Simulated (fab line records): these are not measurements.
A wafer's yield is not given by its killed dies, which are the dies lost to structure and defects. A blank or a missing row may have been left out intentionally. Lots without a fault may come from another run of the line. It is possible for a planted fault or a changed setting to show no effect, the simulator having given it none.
Struck lot and sound lot, side by side	flow sky130	15 out of 708 route steps
Sound: the wafers L439.1, L439.2, L439.4. Struck: wafers L450.1, L450.3, L450.5. The cause is named last.
Each step with rows lists, per side, the tool, then ch with its chambers, then its first start. Under that, the readings that differ: sound wafers	struck wafers	difference of the means	sigmas: that difference in standard deviations of wafers without a fault.
alike: readings whose means differ by less than 2 such deviations, and words and numbers that are the same on both sides. not compared: withheld readings, readings that some wafer has no value for, bounds like >300 that may hide the same value, and numbers for which the record gives no deviation and whose values overlap.
Wherever a step has rows on one side only, a row that says differs or no value, or a row with sigmas, the two part there. Non-overlapping numbers with no deviation appear without sigmas and do not part them. A reading that every wafer of one side lacks parts them only if that side has two wafers or more.

SKY_METAL1_SPUTTER_02: material AlCu, target thk 250 nm, time 13.3 s.
  sound on pvd sputter-01 at day 31 16:26; struck on pvd sputter-04 at day 36 00:16
  alike: throttle valve pct
SKY_METAL1_SPUTTER_03: material Ti, target thk 5 nm, time 3.3 s.
  sound on pvd sputter-01 at day 31 16:28; struck on pvd sputter-04 at day 36 00:17
  alike: throttle valve pct
SKY_METAL1_SPUTTER_04: material TiN, target thk 70 nm, time 58.3 s.
  sound on pvd sputter-01 at day 31 16:29; struck on pvd sputter-04 at day 36 00:19
  alike: throttle valve pct
SKY_METAL1_RS_MEAS_05: the measuring method here is four-point-probe.
  sound on film metro-04 at day 31 16:32; struck on film metro-02 at day 36 00:22
  alike: METAL1_ALCU_RS
SKY_METAL1_THK_MEAS_06: measures by xrf.
  sound on film metro-04 at day 31 16:39; struck on film metro-02 at day 36 00:29
  alike: METAL1_ALCU_THK
then, 7 steps without rows for these wafers: SKY_METAL1_DEHYDRATE_07 (time 60 s); SKY_METAL1_HMDS_08 (prime time 60 s); SKY_METAL1_COAT_09 (resist thk 60 nm); SKY_METAL1_COAT_10 (resist thk 450 nm); SKY_METAL1_SOFTBAKE_11 (time 90 s); SKY_METAL1_EXPOSE_12 (exposes mask MM1, target cd 140 nm); SKY_METAL1_PEB_13.
SKY_METAL1_DEVELOP_14: develop time 60 s.
  sound on litho track-01 ch 0, day 32 19:00; struck on litho track-01 ch 0, day 37 02:00
reading	sound	struck	difference	sigmas
developer temp C (C)	20.99 21.20 21.04	21.70 21.66 21.71	+0.61	+6
SKY_METAL1_CD_MEAS_15: the cd target is 140 nm.
  sound on cd sem-01 at day 32 19:16; struck on cd sem-01 at day 37 02:28
  alike: cd nm
-- the record jumps here: 12 days lie between the struck wafers' starts before and after (it left off in module METAL1 and takes up again in module PAD_OPEN, whose first step shown is number 708 of the route) --
SKY_PAD_OPEN_PROBE_99:
  record: rows for the struck wafers here (prober-01, day 48 18:11), none for the sound ones

WHERE THEY PART
First at SKY_METAL1_DEVELOP_14; last, within this record, at SKY_PAD_OPEN_PROBE_99.

WHY: the cause the simulator had injected
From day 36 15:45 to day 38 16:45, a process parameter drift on litho track-01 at SKY_METAL1_DEVELOP_14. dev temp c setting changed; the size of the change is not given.
